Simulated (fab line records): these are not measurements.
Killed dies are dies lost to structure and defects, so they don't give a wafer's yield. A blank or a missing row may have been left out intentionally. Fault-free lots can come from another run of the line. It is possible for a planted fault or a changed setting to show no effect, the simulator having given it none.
Check for tools in common	flow gf180mcu	12 lots and 36 wafers in the sample

THE REASON FOR OPENING IT
Of 12 lots, 3 have the reading HV_LDD_4_TW flagged at GF_HV_LDD_TW_MEAS_50. Wafers without a fault read 566, standard deviation 5.2.
Rule: flag the lot when none of its wafers has a number, or when each of its wafers that has one lies beyond 4 standard deviations from that mean. The rest of the lots are taken to be sound.

lot	measured	on	HV_LDD_4_TW, wafer by wafer	flag
L766	day 12 11:43	film metro-01	564 562 563	
L770	day 13 15:00	film metro-01	565 566 566	
L773	day 14 13:42	film metro-04	573 574 572	
L779	day 16 19:56	film metro-04	30 30 30	FLAGGED
L780	day 17 03:24	film metro-01	30 30 30	FLAGGED
L781	day 17 10:56	film metro-01	30 30 30	FLAGGED
L783	day 18 02:32	film metro-02	568 566 569	
L784	day 18 10:03	film metro-01	562 557 559	
L785	day 18 21:19	film metro-02	565 566 564	
L786	day 19 03:31	film metro-01	559 563 561	
L787	day 19 15:42	film metro-04	572 576 576	
L789	day 20 04:28	film metro-02	564 562 565	
The numbers of the flagged lots are 30 on average: -536 against the usual, or -99 or more standard deviations.

WHICH TOOL EACH LOT WENT THROUGH
Before the reading, the record contains 2 process steps out of a 602-step route. In each cell: the tool, then ch and the chambers that the sampled wafers went through, then the start.
lot	flag	GF_HV_LDD_STRIP_37	GF_HV_LDD_STRIP_49
L766		plasma asher-03 ch 0,1, day 11 16:38	plasma asher-03 ch 0,1, day 12 11:38
L770		plasma asher-04 ch 0,1, day 12 18:30	plasma asher-02 ch 0,1, day 13 14:54
L773		plasma asher-04 ch 0,1, day 13 16:38	plasma asher-02 ch 0,1, day 14 13:36
L779	FLAGGED	plasma asher-04 ch 0,1, day 15 20:56	plasma asher-03 ch 0,1, day 16 19:50
L780	FLAGGED	plasma asher-04 ch 0,1, day 16 04:54	plasma asher-03 ch 0,1, day 17 03:18
L781	FLAGGED	plasma asher-03 ch 0,1, day 16 11:56	plasma asher-02 ch 0,1, day 17 10:50
L783		plasma asher-04 ch 0,1, day 17 03:19	plasma asher-02 ch 0,1, day 18 02:26
L784		plasma asher-03 ch 0,1, day 17 11:06	plasma asher-03 ch 0,1, day 18 09:56
L785		plasma asher-04 ch 0,1, day 17 21:19	plasma asher-02 ch 0,1, day 18 21:14
L786		plasma asher-03 ch 0,1, day 18 03:11	plasma asher-02 ch 0,1, day 19 03:26
L787		plasma asher-03 ch 0,1, day 18 15:23	plasma asher-04 ch 0,1, day 19 15:37
L789		plasma asher-04 ch 0,1, day 19 03:39	plasma asher-04 ch 0,1, day 20 04:21
These steps, and what they do:
- GF_HV_LDD_STRIP_37: strips in O2/N2.
- GF_HV_LDD_STRIP_49: strips in O2/N2.
- GF_HV_LDD_TW_MEAS_50

FLAGGED AGAINST TOTAL, ONE TOOL AT A TIME (gauges that did the reading follow at the end)
step	tool	lots run	flagged	share of the flagged lots	sound lots run after its first flagged lot
GF_HV_LDD_STRIP_37	plasma asher-03	5	1	some	3 (L784,L786,L787)
GF_HV_LDD_STRIP_37	plasma asher-04	7	2	some	3 (L783,L785,L789)
GF_HV_LDD_STRIP_49	plasma asher-02	6	1	some	3 (L783,L785,L786)
GF_HV_LDD_STRIP_49	plasma asher-03	4	2	some	1 (L784)
GF_HV_LDD_STRIP_49	plasma asher-04	2	0	none	-
GF_HV_LDD_TW_MEAS_50	film metro-01	6	2	some	2 (L784,L786)
GF_HV_LDD_TW_MEAS_50	film metro-02	3	0	none	-
GF_HV_LDD_TW_MEAS_50	film metro-04	3	1	some	1 (L787)

WHAT THE TABLE ALLOWS
No row of the table ran every flagged lot.

WHAT THE SIMULATOR HAD PUT IN
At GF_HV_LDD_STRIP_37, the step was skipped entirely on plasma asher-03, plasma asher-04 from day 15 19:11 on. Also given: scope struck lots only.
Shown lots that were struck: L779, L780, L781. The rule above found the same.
